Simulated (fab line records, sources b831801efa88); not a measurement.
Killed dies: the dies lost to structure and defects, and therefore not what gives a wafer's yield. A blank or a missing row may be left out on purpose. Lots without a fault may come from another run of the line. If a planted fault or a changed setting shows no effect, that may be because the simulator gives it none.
Problem report, 8D (eight disciplines) form, completed by code	flow gf180mcu	the parts of the form that need people (team, actions taken, sign-off) are left out

1. THE PROBLEM
Across 5 wafers from 2 lots, V3_CVD_02_THK at GF_V3_THK_MEAS_03 averages 1660 nm, while fault-free wafers read 850 nm with a standard deviation of 11. That is +74 standard deviations from the usual mean.
First seen on wafer L320.2, day 26 23:29, on filmMetro-01. At this step, 33 wafers from 11 lots have a number in the record. By rule, "out" or "out of limits" means more than 4 standard deviations away from the usual mean. The other wafers with a number count as sound.

2. WHAT IT IS; WHAT IT IS NOT
question	is	is not
which readings at this step	V3_CVD_02_THK	-
which lots	L320, L321	L309, L310, L312, L313, L316, L317, L319, L323, L329
which wafers of those lots	L320.2, L320.4, L320.6, L321.4, L321.6	L321.1
read on which gauges	filmMetro-01, filmMetro-02	filmMetro-03
when	from day 26 23:29	up to then (21 sound wafers); but 7 sound wafers of L321, L323, L329 came after

3. SUSPECTS, AND WHAT RULES EACH OUT
Counting: any tool at a process step up to the reading remains a suspect provided it ran every lot that is out. Sound lots after the first of them don't rule it out here, since some wafers of a struck lot are sound.
- the gauge at GF_V3_THK_MEAS_03 is ruled out. The wafers that are out were read on 2 gauges (filmMetro-01, filmMetro-02).
- plasmaAsher-03 at GF_M3_STRIP_17 (strips in O2/N2): kept. Ran every lot that is out, first one L320 (day 26 22:42); last sound lot up to then L310 (day 23 20:11).
- pecvd-01 at GF_V3_CVD_02 (deposits SiO2 from TEOS, target thk 850 nm, time 94.851 s): kept. Ran every lot that is out, first one L320 (day 26 23:25); last sound lot up to then L319 (day 26 10:14).
After counting, plasmaAsher-03 at GF_M3_STRIP_17 and pecvd-01 at GF_V3_CVD_02 remain.

4. THE CAUSE (what the simulator had put in)
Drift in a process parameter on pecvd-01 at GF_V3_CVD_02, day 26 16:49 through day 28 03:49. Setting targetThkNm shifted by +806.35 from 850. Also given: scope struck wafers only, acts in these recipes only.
This tool is one of the 2 suspects left after counting.

5. SEQUENCE OF EFFECTS, ordered by route
Each row: a reading where the mean over the struck wafers with a number is more than 3 standard deviations away from the usual. Only readings whose record carries a usual standard deviation are examined. hours: median over the lots of the time between each lot's start at the first step of this table that gives one and its start at this step. sigmas: the change, counted in usual standard deviations.
hours	step	reading	usual	on struck wafers	change	sigmas
0	GF_V3_THK_MEAS_03	V3_CVD_02_THK	850 nm	1660	+810	+74
0	GF_V3_CMP_04	timeToEndpointS	80 s	362	+282	+40
Here are the process steps it includes:
- GF_V3_CMP_04: polishes SiO2.

6. WHAT WOULD HAVE CAUGHT IT SOONER
In this record the first reading out of limits at a measuring or inspecting step was taken at day 26 23:29, 7 hours after the fault began at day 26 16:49.
Tool readings at GF_V3_CVD_02 with a usual standard deviation given in the record: none out on any struck wafer, hence no alarm at a limit of 4 standard deviations on them.
Among the 2 lots that are out, L321 began GF_V3_CVD_02 on pecvd-01 after day 26 23:29. Had the tool been put on hold then, it would have been spared.
